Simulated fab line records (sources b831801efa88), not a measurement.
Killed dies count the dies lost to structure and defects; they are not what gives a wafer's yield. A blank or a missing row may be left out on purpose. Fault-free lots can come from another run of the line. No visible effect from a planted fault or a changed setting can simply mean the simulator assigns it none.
Problem report, 8D (eight disciplines) form, completed by code -- flow gf180mcu -- the parts of the form that need people (team, actions taken, sign-off) are left out

## 1. THE PROBLEM
Wafers without a fault read 259.8 nm, standard deviation 1.1; cd nm at GF_V1_CD_MEAS_14 reads a mean of 250.2 nm on 6 wafers belonging to 2 lots. Relative to the usual mean, that is a shift of -8.7 standard deviations.
The step: target cd 260 nm.
Seen first at day 23 23:47 on cd sem-01, wafer L397.1. Wafers with a number at this step in the record: 36, from 12 lots. By rule, "out" or "out of limits" means more than 4 standard deviations away from the usual mean. The other wafers with a number count as sound.

## 2. WHAT IT IS, AND WHAT IT ISN'T
question,is,is not
which readings at this step,cd nm,-
which lots,"L397, L401","L382, L384, L385, L386, L387, L388, L390, L391, L392, L404"
which wafers of those lots,all that have a number,-
read on which gauges,"cd sem-01, cd sem-02",-
when,from day 23 23:47,up to then (27 sound wafers); but 3 sound wafers of L404 came after

## 3. WHAT RULES OUT EACH SUSPECT
Counting: a tool stays on the suspect list if, at a process step up to the reading, it processed all lots that are out and no sound lot following the first of them.
- the gauge at GF_V1_CD_MEAS_14: ruled out. 2 gauges (cd sem-01, cd sem-02) read the wafers that are out.
- krf scanner-02 at GF_V1_EXPOSE_11 (exposes mask Via1, target cd 260 nm): kept. It processed each lot that is out, first L397 at day 23 12:59, and no sound lot thereafter; up to then, the last sound lot it processed was L392 at day 21 23:22. Its own exposure dose mJ cm2 readings are out on those wafers.
Remaining after the count: krf scanner-02 at GF_V1_EXPOSE_11.

## 4. THE CAUSE (what the simulator had put in)
Process parameters drifting: krf scanner-02 at GF_V1_EXPOSE_11, beginning at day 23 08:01. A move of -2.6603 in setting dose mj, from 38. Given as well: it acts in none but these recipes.
After counting, this tool was the only one left.

## 5. THE CHAIN OF EFFECTS, in route order
Each row: a reading whose mean over the struck wafers that have a number lies more than 3 standard deviations from the usual. Only readings whose record carries a usual standard deviation are examined. hours: median over the lots of the time between each lot's start at the first step of this table that gives one and its start at this step. sigmas: the change, counted in usual standard deviations.
hours,step,reading,usual,on struck wafers,change,sigmas
0,GF_V1_EXPOSE_11,exposure dose mJ cm2,37.93,35.56,-2.37,-66
11,GF_V1_CD_MEAS_14,cd nm,259.8 nm,250.2,-9.6,-8.7
Its process steps:
- GF_V1_EXPOSE_11: exposes mask Via1, target cd 260 nm.

## 6. WHAT WOULD HAVE CAUGHT IT SOONER
16 hours passed between the start of the fault at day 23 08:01 and the first reading out of limits at a measuring or inspecting step in this record, taken at day 23 23:47.
The tool's own readings at GF_V1_EXPOSE_11 were out on every struck wafer that the step has a row for (exposure dose mJ cm2): an alarm limit on them would have fired on the first of those.
Lots out: 2; of these, L401 started GF_V1_EXPOSE_11 on krf scanner-02 after day 23 23:47. A tool hold placed at that time would have kept it from harm.
